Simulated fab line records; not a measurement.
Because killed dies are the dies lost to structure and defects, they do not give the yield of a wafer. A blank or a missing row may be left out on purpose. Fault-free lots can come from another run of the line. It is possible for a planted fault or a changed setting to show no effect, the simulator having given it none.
Struck lot and sound lot, side by side -- flow sky130 -- 14 out of 708 route steps
Sound: wafers L308.2, L308.3, L308.5. The struck wafers were L315.1, L315.2, L315.4. The cause is given at the end.
Per side, at each step with rows, come the tool, then ch with its chambers, and then its first start. Under that, the readings that differ: sound wafers -- struck wafers -- difference of the means -- sigmas: that difference in standard deviations of wafers without a fault.
alike: words and numbers the same on both sides, and readings whose means are apart by under 2 such deviations; not compared: readings that were withheld, readings missing a value for some wafer, numbers with overlapping values and no deviation given by the record, and bounds like >300 which may hide the same value.
Wherever a step has rows on one side only, a row that says differs or no value, or a row with sigmas, the two part there. Non-overlapping numbers with no deviation appear without sigmas and do not part them. Lack of a reading on every wafer of one side parts them only where that side has two or more wafers.

first, 2 steps without rows for these wafers: SKY_METAL1_CLEAN_23 (cleans in O3/DIW); SKY_VIA1_HDPCVD_00 (deposits SiO2, target thk 1030 nm, time 171.7 s).
SKY_VIA1_THK_MEAS_01:
  sound on film metro-02, day 36 02:02; struck on film metro-04, day 38 00:06
  alike: VIA1_HDPCVD_THK
SKY_VIA1_CMP_02: polishes SiO2.
  sound on cmp-02 ch 0,1,3, day 36 02:08; struck on cmp-01 ch 0,1,3, day 38 00:10
  alike: motor current A
SKY_VIA1_BOW_MEAS_03:
  sound on film metro-02, day 36 02:25; struck on film metro-02, day 38 00:28
  alike: VIA1_BOW
then, 7 steps without rows for these wafers: SKY_VIA1_DEHYDRATE_04 (time 60 s); SKY_VIA1_HMDS_05 (prime time 60 s); SKY_VIA1_COAT_06 (resist thk 60 nm); SKY_VIA1_COAT_07 (resist thk 450 nm); SKY_VIA1_SOFTBAKE_08 (time 90 s); SKY_VIA1_EXPOSE_09 (exposes mask VIM, target cd 150 nm); SKY_VIA1_PEB_10.
SKY_VIA1_DEVELOP_11: develop time 60 s.
  sound on litho track-03 ch 0, day 37 04:00; struck on litho track-04, day 39 01:00
  no value came back on the struck wafers for chill plate temp C (C), develop time s (s); on the sound wafers chill plate temp C (C) reads 23.12 23.05 23.06
reading,sound,struck,difference,sigmas
model.KrF-thick_of_VIA1_COAT_07.thk nm (nm),437.4 437 437,450.3 451.2 450.9,+13.7,
SKY_VIA1_CD_MEAS_12: the cd target is 150 nm.
  sound on cd sem-02, day 37 04:24; struck on cd sem-01, day 39 01:25
reading,sound,struck,difference,sigmas
cd nm (nm),150.8 150.5 150.4,- - -,no value on the struck wafers,

## WHERE THEY PART
Last at SKY_VIA1_CD_MEAS_12 as far as this record goes, first at SKY_VIA1_DEVELOP_11.

WHY: what the simulator had put in
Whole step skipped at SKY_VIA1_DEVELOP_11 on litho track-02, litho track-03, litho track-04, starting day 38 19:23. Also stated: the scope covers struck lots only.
